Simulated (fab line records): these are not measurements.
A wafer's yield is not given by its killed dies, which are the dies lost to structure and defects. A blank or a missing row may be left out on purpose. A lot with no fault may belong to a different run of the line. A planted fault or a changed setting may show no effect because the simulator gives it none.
fab line records	flow sky130
record: lots: 24	wafers: 72	lastDay: 50
route steps=708 shown POLY_CUT@315 LI_CONTACT@365 METAL3@565 VIA3@593 METAL4@632
lots that met no fault: taken from a fault-free run of the same line
startH: hours from the record's first day to the start of the lot's first wafer shown	waitH: hours elapsed since this lot's preceding step	" as in the row above	L1.1+2: several wafers, shown together as one row	- either no value or no given start	* or withheld: withheld	< > ~ a bound
route shown NAME@n: names a module that has steps shown in the file, with the first one's number in the route	usual: mean and standard deviation over wafers with no fault	same: alike in all rows	chamber/n: place in a boat	sites: per-site readings	_std_site: standard deviation across them	_edge_site: inner sites' mean taken away from outer sites' mean	radiusMm: how far each site lies from the wafer's centre	mask NAME#n: copy n	behind: tool/chamber where the wafer was last shaped	hold: cause of the lot's hold/its duration in hours/its outcome	device: the transistor (n, p or np) that didn't switch	end of line: the same wafers' tests at the end of the route	a step without rows: its recipe alone	killed: dies lost to structure and defects at the first sort, not the wafer's yield	map: shows each die of a wafer: x if killed, . if not, _ if none is there
set.NAME: the setting that was run; set.NAME@STEP: the one run at that earlier step	model.NAME: the simulator's own value behind a step, which no gauge read
route steps across a sampled set of lots; one table per step, one row per wafer
services: a tool's chamber out of use, with start hour (startH, from the record's first day; less than 0 if before it), hours out, and reason
== steps ==
step: SKY_POLY_CUT_CD_MEAS_08
recipe: targetCdNm: 270
usual: cdNm: 270.2/1.4
lot.wafer	tool	chamber	startH	waitH	cdNm
L074.3	cdSem-01	-	565.81	-	270.5
L074.4	"	-	"	"	272.7
L074.6	"	-	"	"	270.8
L076.3	cdSem-01	-	577.91	-	270.4
L076.4	"	-	"	"	269.4
L076.6	"	-	"	"	270.2
L077.1	cdSem-01	-	582.67	-	266.9
L077.4	"	-	"	"	267.3
L077.5	"	-	"	"	267.1
L075.1	cdSem-01	-	583.03	-	267.3
L075.2	"	-	"	"	269.3
L075.4	"	-	"	"	267.4
L078.2	cdSem-02	-	583.39	-	270.4
L078.5	"	-	"	"	270.9
L078.6	"	-	"	"	269.9
L079.1	cdSem-02	-	605.59	-	270.9
L079.2	"	-	"	"	270.7
L079.6	"	-	"	"	270.9
L080.3	cdSem-02	-	613.17	-	270.1
L080.4	"	-	"	"	268.1
L080.6	"	-	"	"	268.5
L081.1	cdSem-02	-	616.68	-	270.7
L081.3	"	-	"	"	270.2
L081.5	"	-	"	"	271.1
L082.1	cdSem-02	-	624.79	-	271.1
L082.3	"	-	"	"	271.9
L082.5	"	-	"	"	271.9
L083.1	cdSem-01	-	627.92	-	270.1
L083.3	"	-	"	"	268.5
L083.5	"	-	"	"	269.5
L084.1	cdSem-02	-	636.07	-	270.7
L084.2	"	-	"	"	271.2
L084.6	"	-	"	"	270.6
L085.2	cdSem-01	-	643.15	-	271.1
L085.3	"	-	"	"	271.6
L085.5	"	-	"	"	269.9
L086.1	cdSem-01	-	651.33	-	268.1
L086.5	"	-	"	"	267.6
L086.6	"	-	"	"	267.6
L087.3	cdSem-02	-	657.48	-	268.8
L087.4	"	-	"	"	270.2
L087.6	"	-	"	"	269.8
L088.1	cdSem-01	-	662.53	-	271.1
L088.4	"	-	"	"	270.2
L088.6	"	-	"	"	271.8
L089.1	cdSem-01	-	678.38	-	271.6
L089.5	"	-	"	"	270.5
L089.6	"	-	"	"	270.2
L090.1	cdSem-02	-	683.43	-	271.7
L090.3	"	-	"	"	270.6
L090.6	"	-	"	"	272.8
L091.3	cdSem-02	-	693.83	-	270.5
L091.4	"	-	"	"	268.9
L091.6	"	-	"	"	269.9
L092.1	cdSem-02	-	702.52	-	268.3
L092.4	"	-	"	"	269.7
L092.5	"	-	"	"	269.0
L093.2	cdSem-02	-	706.56	-	271.8
L093.5	"	-	"	"	269.3
L093.6	"	-	"	"	270.0
L094.1	cdSem-02	-	726.38	-	269.0
L094.2	"	-	"	"	268.9
L094.6	"	-	"	"	269.2
L095.1	cdSem-02	-	743.62	-	269.1
L095.4	"	-	"	"	269.4
L095.6	"	-	"	"	270.4
L097.3	cdSem-01	-	746.68	-	270.6
L097.5	"	-	"	"	271.2
L097.6	"	-	"	"	271.4
L096.2	cdSem-02	-	747.01	-	270.6
L096.5	"	-	"	"	270.7
L096.6	"	-	"	"	271.5
step: SKY_LI_CONTACT_BOW_MEAS_03
recipe: mode: bow
usual: LI_CONTACT_BOW: 56/7.2
lot.wafer	tool	chamber	startH	waitH	LI_CONTACT_BOW[um]
L074.3	filmMetro-04	-	655.15	0.3	62
L074.4	"	-	"	"	68
L074.6	"	-	"	"	77
L076.3	filmMetro-04	-	668.01	0.3	47
L076.4	"	-	"	"	57
L076.6	"	-	"	"	63
L077.1	filmMetro-04	-	670.17	0.2	53
L077.4	"	-	"	"	61
L077.5	"	-	"	"	48
L075.1	filmMetro-04	-	671.96	0.2	44
L075.2	"	-	"	"	58
L075.4	"	-	"	"	51
L078.2	filmMetro-01	-	672.33	0.2	57
L078.5	"	-	"	"	50
L078.6	"	-	"	"	52
L079.1	filmMetro-01	-	692.61	0.1	47
L079.2	"	-	"	"	55
L079.6	"	-	"	"	57
L080.3	filmMetro-01	-	700.30	0.2	57
L080.4	"	-	"	"	53
L080.6	"	-	"	"	48
L081.1	filmMetro-04	-	703.26	0.1	51
L081.3	"	-	"	"	46
L081.5	"	-	"	"	64
L082.1	filmMetro-01	-	710.10	0.2	57
L082.3	"	-	"	"	61
L082.5	"	-	"	"	60
L083.1	filmMetro-01	-	714.46	0.2	45
L083.3	"	-	"	"	44
L083.5	"	-	"	"	63
L084.1	filmMetro-01	-	721.31	0.1	54
L084.2	"	-	"	"	45
L084.6	"	-	"	"	53
L085.2	filmMetro-04	-	728.38	0.2	71
L085.3	"	-	"	"	64
L085.5	"	-	"	"	63
L086.1	filmMetro-03	-	737.12	0.2	60
L086.5	"	-	"	"	53
L086.6	"	-	"	"	62
L087.3	filmMetro-01	-	740.70	0.3	52
L087.4	"	-	"	"	59
L087.6	"	-	"	"	42
L088.1	filmMetro-04	-	747.13	0.2	54
L088.4	"	-	"	"	51
L088.6	"	-	"	"	48
L089.1	filmMetro-01	-	762.16	0.1	64
L089.5	"	-	"	"	59
L089.6	"	-	"	"	52
L090.1	filmMetro-03	-	765.76	0.1	48
L090.3	"	-	"	"	62
L090.6	"	-	"	"	57
L091.3	filmMetro-01	-	776.71	0.2	43
L091.4	"	-	"	"	70
L091.6	"	-	"	"	71
L092.1	filmMetro-01	-	785.40	0.1	48
L092.4	"	-	"	"	54
L092.5	"	-	"	"	55
L093.2	filmMetro-04	-	789.68	0.2	56
L093.5	"	-	"	"	54
L093.6	"	-	"	"	51
L094.1	filmMetro-04	-	809.65	0.1	49
L094.2	"	-	"	"	57
L094.6	"	-	"	"	52
L095.1	filmMetro-01	-	823.96	0.1	63
L095.4	"	-	"	"	53
L095.6	"	-	"	"	71
L097.3	filmMetro-03	-	825.99	0.1	62
L097.5	"	-	"	"	53
L097.6	"	-	"	"	52
L096.2	filmMetro-03	-	826.62	0.3	47
L096.5	"	-	"	"	66
L096.6	"	-	"	"	55
step: SKY_METAL3_DESCUM_15
recipe: chemistry: O2	sourcePowerW: 150	biasPowerW: 0	pressureMtorr: 10	tempC: 40	timeS: 8
usual: chamberPressureMTorr: 9.999/0.0095	drypumpMotorCurrentA: 5.58/0.21	heBacksideLeakSccm: 3.28/0.24	oesProductAu: 1.000/0.0071
lot.wafer	tool	chamber	startH	waitH	chamberPressureMTorr	drypumpMotorCurrentA	heBacksideLeakSccm	oesProductAu	rfHoursCounterH
L074.3	rieMetal-01	1	905.00	0.0	9.994	5.77	3.25	1.007	-
L074.4	"	0	"	"	10.001	5.17	3.18	0.995	-
L074.6	"	1	"	"	9.994	5.78	3.21	0.991	-
L076.3	rieMetal-04	0	915.15	0.0	10.008	5.64	3.33	1.000	-
L076.4	"	1	"	"	10.005	5.50	3.08	0.995	-
L076.6	"	0	"	"	9.990	5.62	3.32	0.987	-
L077.1	rieMetal-01	0	917.33	0.0	10.004	5.19	3.04	0.997	13
L077.4	"	0	"	"	9.985	5.20	3.08	1.011	-
L077.5	"	0	"	"	10.010	5.20	3.02	1.000	-
L075.1	rieMetal-03	1	920.29	0.0	9.992	5.69	3.16	0.997	10
L075.2	"	0	"	"	10.003	5.62	3.54	1.012	13
L075.4	"	0	"	"	9.997	5.63	3.55	1.005	-
L078.2	rieMetal-01	0	921.33	0.0	10.015	5.17	3.06	0.993	13
L078.5	"	1	"	"	10.001	5.77	3.13	0.997	-
L078.6	"	0	"	"	9.991	5.19	3.07	0.996	-
L079.1	rieMetal-01	0	938.48	0.0	9.992	5.19	3.17	0.993	13
L079.2	"	1	"	"	9.990	5.77	4.66	0.997	10
L079.6	"	1	"	"	10.009	5.79	3.09	1.004	-
L080.3	rieMetal-01	0	946.04	0.0	10.005	5.18	3.20	1.014	-
L080.4	"	1	"	"	10.002	5.78	3.01	1.013	-
L080.6	"	1	"	"	10.002	5.79	3.05	1.009	-
L081.1	rieMetal-03	0	948.44	0.0	9.996	5.65	3.35	0.999	15
L081.3	"	0	"	"	10.000	5.62	3.27	0.995	-
L081.5	"	0	"	"	10.004	5.62	3.27	0.991	-
L082.1	rieMetal-03	1	953.28	0.0	9.982	5.73	3.29	0.997	12
L082.3	"	0	"	"	9.995	5.65	3.32	0.996	-
L082.5	"	0	"	"	9.984	5.64	3.37	0.995	-
L083.1	rieMetal-03	1	956.39	0.0	9.998	5.70	3.63	0.990	12
L083.3	"	0	"	"	9.997	5.64	3.50	1.000	-
L083.5	"	1	"	"	10.009	5.71	3.47	0.988	-
L084.1	rieMetal-04	0	963.93	0.0	10.003	5.61	3.48	1.008	18
L084.2	"	1	"	"	9.993	5.47	3.05	0.988	2
L084.6	"	0	"	"	9.995	5.63	3.48	0.988	-
L085.2	rieMetal-01	0	970.64	0.0	10.011	5.18	2.90	0.986	15
L085.3	"	0	"	"	10.006	5.20	2.91	1.003	-
L085.5	"	1	"	"	9.996	5.78	3.20	1.000	-
L086.1	rieMetal-03	1	979.23	0.0	10.010	5.75	3.64	1.005	13
L086.5	"	0	"	"	10.007	5.63	3.46	1.008	-
L086.6	"	1	"	"	10.005	5.73	3.82	0.999	-
L087.3	rieMetal-01	1	981.25	0.0	9.984	5.78	3.20	0.996	-
L087.4	"	0	"	"	10.004	5.20	3.16	0.995	-
L087.6	"	0	"	"	10.004	5.18	3.12	1.002	-
L088.1	rieMetal-03	0	985.78	0.0	10.015	5.66	3.62	1.013	17
L088.4	"	1	"	"	10.001	5.74	3.70	1.011	-
L088.6	"	0	"	"	10.003	5.63	3.43	1.011	-
L089.1	rieMetal-04	0	1001.64	0.0	9.989	5.62	3.35	1.002	21
L089.5	"	0	"	"	10.000	5.62	3.36	1.013	-
L089.6	"	1	"	"	9.988	5.48	3.09	1.001	-
L090.1	rieMetal-03	0	1004.04	0.0	9.986	5.63	3.32	1.011	18
L090.3	"	0	"	"	10.014	5.63	3.37	1.004	-
L090.6	"	1	"	"	9.991	5.70	3.40	0.992	-
L091.3	rieMetal-03	0	1012.35	0.0	10.032	5.65	3.23	1.009	-
L091.4	"	1	"	"	9.993	5.74	3.40	0.998	-
L091.6	"	0	"	"	10.011	5.65	3.41	1.006	-
L092.1	rieMetal-04	1	1018.48	0.0	9.984	5.49	3.14	0.992	6
L092.4	"	1	"	"	9.993	5.49	3.07	1.001	-
L092.5	"	1	"	"	10.003	5.50	3.09	0.998	-
L093.2	rieMetal-03	1	1023.63	0.0	10.003	5.78	3.43	1.000	16
L093.5	"	0	"	"	10.010	5.63	3.59	0.987	-
L093.6	"	1	"	"	10.006	5.78	3.39	1.000	-
L094.1	rieMetal-01	0	1038.78	0.0	9.999	5.18	3.20	1.000	18
L094.2	"	1	"	"	9.996	5.79	3.17	0.991	15
L094.6	"	0	"	"	10.000	5.18	3.25	1.005	-
L095.1	rieMetal-04	0	1054.55	0.0	9.990	5.63	3.43	1.015	1
L095.4	"	1	"	"	9.973	5.46	3.07	1.006	-
L095.6	"	1	"	"	9.993	5.51	3.00	0.999	-
L097.3	rieMetal-01	0	1054.84	0.0	9.998	5.20	3.02	0.996	-
L097.5	"	1	"	"	9.999	5.78	2.98	0.984	-
L097.6	"	0	"	"	10.005	5.21	3.24	0.997	-
L096.2	rieMetal-03	1	1055.18	0.0	9.991	5.74	3.30	1.006	18
L096.5	"	1	"	"	10.005	5.72	3.47	1.005	-
L096.6	"	0	"	"	10.006	5.66	3.30	1.000	-
step: SKY_VIA3_SPUTTER_20
recipe: material: TiN	targetThkNm: 20	chamberPressurePa: 5	powerW: 4000	timeS: 80
usual: chamberPressurePa: 4.999/0.0097	throttleValvePct: 29.9/1.1
lot.wafer	tool	chamber	startH	waitH	chamberPressurePa	throttleValvePct
L074.3	pvdSputter-01	-	931.77	0.0	4.994	31.2
L074.4	"	-	"	"	5.002	31.4
L074.6	"	-	"	"	5.008	29.1
L076.3	pvdSputter-01	-	942.47	0.0	4.998	29.0
L076.4	"	-	"	"	5.014	31.0
L076.6	"	-	"	"	5.003	31.1
L077.1	pvdSputter-03	-	944.93	0.0	5.018	31.2
L077.4	"	-	"	"	5.026	30.8
L077.5	"	-	"	"	4.997	29.2
L075.1	pvdSputter-03	-	947.46	0.0	4.996	30.8
L075.2	"	-	"	"	5.005	29.4
L075.4	"	-	"	"	4.987	31.1
L078.2	pvdSputter-02	-	948.18	0.0	4.996	29.0
L078.5	"	-	"	"	5.004	31.6
L078.6	"	-	"	"	5.014	28.8
L079.1	pvdSputter-03	-	965.07	0.0	5.011	29.4
L079.2	"	-	"	"	4.995	31.1
L079.6	"	-	"	"	4.993	29.0
L080.3	pvdSputter-02	-	972.29	0.0	5.004	29.2
L080.4	"	-	"	"	4.990	29.0
L080.6	"	-	"	"	5.005	28.5
L081.1	pvdSputter-02	-	974.73	0.0	5.000	28.8
L081.3	"	-	"	"	5.010	31.7
L081.5	"	-	"	"	4.973	28.6
L082.1	pvdSputter-03	-	979.23	0.0	5.005	31.0
L082.3	"	-	"	"	4.995	28.6
L082.5	"	-	"	"	5.014	31.1
L083.1	pvdSputter-02	-	982.68	0.0	5.009	31.8
L083.3	"	-	"	"	5.006	28.7
L083.5	"	-	"	"	5.002	28.7
L084.1	pvdSputter-02	-	990.02	0.0	5.011	28.9
L084.2	"	-	"	"	5.001	29.1
L084.6	"	-	"	"	5.011	28.8
L085.2	pvdSputter-02	-	996.48	0.0	4.981	31.5
L085.3	"	-	"	"	4.998	28.8
L085.5	"	-	"	"	4.985	31.9
L086.1	pvdSputter-02	-	1005.09	0.0	5.007	28.7
L086.5	"	-	"	"	4.978	29.2
L086.6	"	-	"	"	4.991	29.2
L087.3	pvdSputter-02	-	1006.34	0.0	4.990	29.0
L087.4	"	-	"	"	5.017	31.5
L087.6	"	-	"	"	4.999	28.8
L088.1	pvdSputter-03	-	1010.69	0.0	5.010	30.7
L088.4	"	-	"	"	4.983	28.6
L088.6	"	-	"	"	5.007	29.4
L089.1	pvdSputter-02	-	1026.58	0.0	5.002	29.0
L089.5	"	-	"	"	4.993	28.8
L089.6	"	-	"	"	4.990	29.1
L090.1	pvdSputter-02	-	1029.68	0.0	5.004	29.1
L090.3	"	-	"	"	5.002	29.2
L090.6	"	-	"	"	5.004	29.2
L091.3	pvdSputter-03	-	1038.33	0.0	5.003	30.9
L091.4	"	-	"	"	4.996	28.6
L091.6	"	-	"	"	4.999	31.4
L092.1	pvdSputter-02	-	1043.09	0.0	5.005	31.7
L092.4	"	-	"	"	4.999	28.7
L092.5	"	-	"	"	4.990	29.0
L093.2	pvdSputter-01	-	1047.91	0.0	4.989	31.1
L093.5	"	-	"	"	4.999	31.2
L093.6	"	-	"	"	4.989	29.1
L094.1	pvdSputter-03	-	1062.63	0.0	5.000	28.5
L094.2	"	-	"	"	5.003	30.8
L094.6	"	-	"	"	4.996	28.4
L095.1	pvdSputter-01	-	1079.00	0.0	4.979	31.4
L095.4	"	-	"	"	4.996	29.2
L095.6	"	-	"	"	4.995	31.2
L097.3	pvdSputter-01	-	1079.48	0.0	5.007	29.0
L097.5	"	-	"	"	4.997	31.4
L097.6	"	-	"	"	5.003	30.9
L096.2	pvdSputter-01	-	1079.73	0.0	4.999	31.3
L096.5	"	-	"	"	4.998	28.9
L096.6	"	-	"	"	4.978	31.4
step: SKY_VIA3_CVD_21
recipe: material: W	targetThkNm: 390	timeS: 117.31	tempC: 400	pressureTorr: 40
usual: heaterPowerW: 821/120
lot.wafer	tool	chamber	startH	waitH	heaterPowerW
L074.3	cvdW-01	1	931.87	0.1	668
L074.4	"	0	"	"	787
L074.6	"	0	"	"	761
L076.3	cvdW-02	0	942.58	0.1	924
L076.4	"	1	"	"	928
L076.6	"	1	"	"	951
L077.1	cvdW-01	0	944.99	0.0	772
L077.4	"	0	"	"	768
L077.5	"	1	"	"	667
L075.1	cvdW-02	1	947.52	0.0	957
L075.2	"	0	"	"	932
L075.4	"	1	"	"	926
L078.2	cvdW-02	0	948.24	0.0	926
L078.5	"	0	"	"	910
L078.6	"	1	"	"	937
L079.1	cvdW-01	0	965.13	0.0	775
L079.2	"	1	"	"	653
L079.6	"	0	"	"	773
L080.3	cvdW-01	0	972.39	0.1	776
L080.4	"	1	"	"	665
L080.6	"	1	"	"	666
L081.1	cvdW-02	1	974.79	0.0	951
L081.3	"	0	"	"	933
L081.5	"	1	"	"	947
L082.1	cvdW-02	1	979.29	0.0	932
L082.3	"	0	"	"	949
L082.5	"	1	"	"	918
L083.1	cvdW-01	1	982.74	0.0	682
L083.3	"	0	"	"	762
L083.5	"	1	"	"	672
L084.1	cvdW-01	1	990.08	0.0	647
L084.2	"	0	"	"	788
L084.6	"	1	"	"	664
L085.2	cvdW-01	1	996.54	0.0	659
L085.3	"	1	"	"	652
L085.5	"	0	"	"	772
L086.1	cvdW-02	1	1005.16	0.0	938
L086.5	"	1	"	"	935
L086.6	"	1	"	"	947
L087.3	cvdW-01	1	1006.45	0.1	678
L087.4	"	0	"	"	796
L087.6	"	1	"	"	677
L088.1	cvdW-01	0	1010.75	0.0	781
L088.4	"	1	"	"	669
L088.6	"	0	"	"	757
L089.1	cvdW-02	0	1026.64	0.0	931
L089.5	"	0	"	"	948
L089.6	"	1	"	"	934
L090.1	cvdW-02	1	1029.74	0.0	933
L090.3	"	1	"	"	922
L090.6	"	0	"	"	925
L091.3	cvdW-02	0	1038.43	0.1	947
L091.4	"	1	"	"	945
L091.6	"	0	"	"	970
L092.1	cvdW-01	1	1043.15	0.0	691
L092.4	"	0	"	"	763
L092.5	"	0	"	"	782
L093.2	cvdW-01	1	1047.98	0.0	679
L093.5	"	1	"	"	679
L093.6	"	0	"	"	763
L094.1	cvdW-01	0	1062.69	0.0	777
L094.2	"	1	"	"	659
L094.6	"	0	"	"	775
L095.1	cvdW-01	0	1079.06	0.0	786
L095.4	"	1	"	"	673
L095.6	"	0	"	"	769
L097.3	cvdW-02	1	1079.58	0.1	985
L097.5	"	1	"	"	946
L097.6	"	0	"	"	947
L096.2	cvdW-02	0	1079.79	0.0	947
L096.5	"	0	"	"	933
L096.6	"	1	"	"	953
step: SKY_METAL4_ETCH_16
recipe: chemistry: N2/H2	target: BARC	ionEnergyEv: 200	biasW: 100	pressureMtorr: 30	n2FlowSccm: 100	h2FlowSccm: 200	icpW: 500	stopOn: SiO2	timeS: 88.2	targetDepthA: 600
usual: chamberPressureMTorr: 30.002/0.026	drypumpMotorCurrentA: 5.63/0.096	heBacksideLeakSccm: 3.3/0.39	oesProductAu: 0.625/0.0041	throttleValvePct: 13.205/0.01
lot.wafer	tool	chamber	startH	waitH	chamberPressureMTorr	drypumpMotorCurrentA	heBacksideLeakSccm	oesProductAu	rfHoursCounterH	throttleValvePct
L074.3	rieMetal-03	1	980.55	0.0	29.972	5.71	3.6	0.620	-	13.210
L074.4	"	0	"	"	29.991	5.63	3.0	0.627	-	13.222
L074.6	"	0	"	"	30.010	5.64	3.3	0.629	-	13.205
L076.3	rieMetal-04	1	991.50	0.0	30.029	5.49	3.1	0.623	-	13.184
L076.4	"	0	"	"	30.053	5.64	3.5	0.621	-	13.209
L076.6	"	1	"	"	30.011	5.47	3.1	0.623	-	13.195
L077.1	rieMetal-02	1	993.25	0.1	30.009	5.68	3.0	0.631	12	13.220
L077.4	"	1	"	"	29.997	5.65	3.0	0.625	-	13.219
L077.5	"	1	"	"	30.009	5.63	3.0	0.624	-	13.199
L075.1	rieMetal-02	1	995.66	0.1	30.000	5.64	3.0	0.627	13	13.225
L075.2	"	1	"	"	30.004	5.63	3.0	0.623	-	13.215
L075.4	"	1	"	"	30.019	5.66	3.0	0.618	-	13.203
L078.2	rieMetal-02	1	996.94	0.1	29.983	5.68	3.0	0.621	-	13.193
L078.5	"	1	"	"	30.030	5.68	3.2	0.630	-	13.197
L078.6	"	1	"	"	29.961	5.67	3.0	0.623	-	13.209
L079.1	rieMetal-04	1	1012.76	0.1	30.039	5.47	3.1	0.627	5	13.214
L079.2	"	1	"	"	29.969	5.48	3.1	0.620	-	13.206
L079.6	"	1	"	"	29.990	5.51	3.2	0.628	-	13.212
L080.3	rieMetal-04	1	1020.27	0.1	29.984	5.53	3.2	0.618	-	13.210
L080.4	"	1	"	"	30.006	5.49	3.2	0.626	-	13.197
L080.6	"	1	"	"	29.976	5.54	3.1	0.634	-	13.204
L081.1	rieMetal-02	0	1021.51	0.0	30.074	5.75	3.1	0.625	1	13.201
L081.3	"	0	"	"	30.002	5.80	3.1	0.631	-	13.199
L081.5	"	0	"	"	29.998	5.79	3.1	0.626	-	13.204
L082.1	rieMetal-04	1	1026.96	0.1	29.965	5.51	3.1	0.624	7	13.194
L082.3	"	1	"	"	30.017	5.51	3.0	0.628	-	13.224
L082.5	"	1	"	"	30.023	5.48	2.9	0.623	-	13.194
L083.1	rieMetal-02	1	1029.92	0.0	29.960	5.64	3.3	0.625	15	13.209
L083.3	"	0	"	"	29.974	5.78	3.2	0.617	-	13.211
L083.5	"	0	"	"	29.977	5.79	3.2	0.631	-	13.207
L084.1	rieMetal-04	1	1036.32	0.0	30.010	5.51	3.1	0.625	8	13.204
L084.2	"	0	"	"	30.045	5.64	3.5	0.625	0	13.191
L084.6	"	0	"	"	30.015	5.64	3.4	0.619	-	13.214
L085.2	rieMetal-03	1	1043.51	0.0	30.028	5.75	3.8	0.628	17	13.217
L085.3	"	0	"	"	30.035	5.64	3.3	0.622	-	13.213
L085.5	"	1	"	"	29.966	5.73	3.7	0.623	-	13.207
L086.1	rieMetal-04	0	1051.96	0.0	29.969	5.65	3.3	0.622	1	13.221
L086.5	"	0	"	"	29.957	5.63	3.5	0.625	-	13.194
L086.6	"	1	"	"	30.051	5.51	3.0	0.620	-	13.184
L087.3	rieMetal-03	0	1053.60	0.0	29.980	5.65	3.3	0.633	-	13.206
L087.4	"	1	"	"	29.987	5.78	3.6	0.628	-	13.215
L087.6	"	1	"	"	30.002	5.75	3.2	0.624	-	13.210
L088.1	rieMetal-04	1	1056.82	0.0	30.054	5.46	3.2	0.618	9	13.203
L088.4	"	1	"	"	30.013	5.50	3.1	0.620	-	13.195
L088.6	"	0	"	"	30.010	5.63	3.3	0.627	-	13.199
L089.1	rieMetal-03	1	1072.31	0.0	30.034	5.77	3.3	0.625	19	13.200
L089.5	"	0	"	"	29.954	5.65	3.5	0.626	-	13.196
L089.6	"	1	"	"	30.002	5.77	3.2	0.624	-	13.220
L090.1	rieMetal-03	1	1075.51	0.0	30.000	5.75	3.4	0.613	19	13.213
L090.3	"	1	"	"	30.033	5.76	3.5	0.622	-	13.207
L090.6	"	0	"	"	30.016	5.64	3.2	0.626	-	13.212
L091.3	rieMetal-04	1	1083.85	0.0	29.994	5.49	3.0	0.626	-	13.220
L091.4	"	0	"	"	29.981	5.65	3.4	0.629	-	13.208
L091.6	"	0	"	"	29.997	5.64	3.4	0.620	-	13.219
L092.1	rieMetal-04	1	1087.12	0.0	30.047	5.51	3.0	0.627	12	13.197
L092.4	"	1	"	"	30.000	5.50	3.0	0.628	-	13.221
L092.5	"	1	"	"	29.983	5.51	3.0	0.621	-	13.218
L093.2	rieMetal-02	0	1091.87	0.0	30.018	5.78	3.1	0.628	5	13.202
L093.5	"	1	"	"	29.996	5.64	3.3	0.629	-	13.197
L093.6	"	0	"	"	30.002	5.80	3.0	0.624	-	13.212
L094.1	rieMetal-04	1	1106.37	0.0	30.022	5.49	2.9	0.623	13	13.214
L094.2	"	0	"	"	29.983	5.64	3.5	0.628	5	13.207
L094.6	"	1	"	"	30.003	5.49	3.0	0.626	-	13.211
L095.1	rieMetal-03	1	1120.67	0.0	29.949	5.72	3.2	0.622	23	13.204
L095.4	"	0	"	"	29.992	5.64	3.1	0.633	-	13.180
L095.6	"	0	"	"	29.991	5.64	3.4	0.627	-	13.223
L097.3	rieMetal-02	0	1121.31	0.0	30.038	5.77	3.2	0.623	-	13.197
L097.5	"	0	"	"	30.004	5.73	3.1	0.623	-	13.215
L097.6	"	1	"	"	29.982	5.62	3.3	0.628	-	13.224
L096.2	rieMetal-04	0	1121.62	0.0	30.027	5.64	3.5	0.630	6	13.201
L096.5	"	0	"	"	29.981	5.64	3.6	0.620	-	13.210
L096.6	"	1	"	"	30.039	5.47	3.2	0.626	-	13.206
== services ==
tool	chamber	startH	hours	kind
rieMetal-04	1	886.57	9.0	repair
rieMetal-03	-	886.91	5.7	repair
cvdW-01	-	904.00	14.0	pm
cvdW-01	-	908.54	2.8	repair
pvdSputter-02	-	911.20	1.0	repair
cvdW-02	-	918.00	2.8	pm
rieMetal-04	1	919.21	-	clean
rieMetal-04	1	919.21	14.0	scheduledDown
rieMetal-03	1	926.56	4.8	repair
pvdSputter-03	-	937.20	3.6	repair
cvdW-02	-	939.76	1.5	repair
rieMetal-02	-	950.38	5.2	repair
rieMetal-04	0	953.71	1.1	repair
pvdSputter-01	-	969.70	1.8	repair
pvdSputter-01	-	974.84	60.0	repair
rieMetal-02	0	978.26	2.7	repair
cvdW-02	0	1001.23	4.4	repair
rieMetal-02	-	1002.39	0.5	repair
cvdW-02	1	1006.78	12.1	repair
rieMetal-04	0	1073.15	3.6	repair
cvdW-01	1	1100.72	4.3	repair
pvdSputter-02	-	1103.56	3.2	repair
rieMetal-04	-	1111.63	2.8	pm
rieMetal-02	1	1116.81	1.4	repair
== key ==
fault none
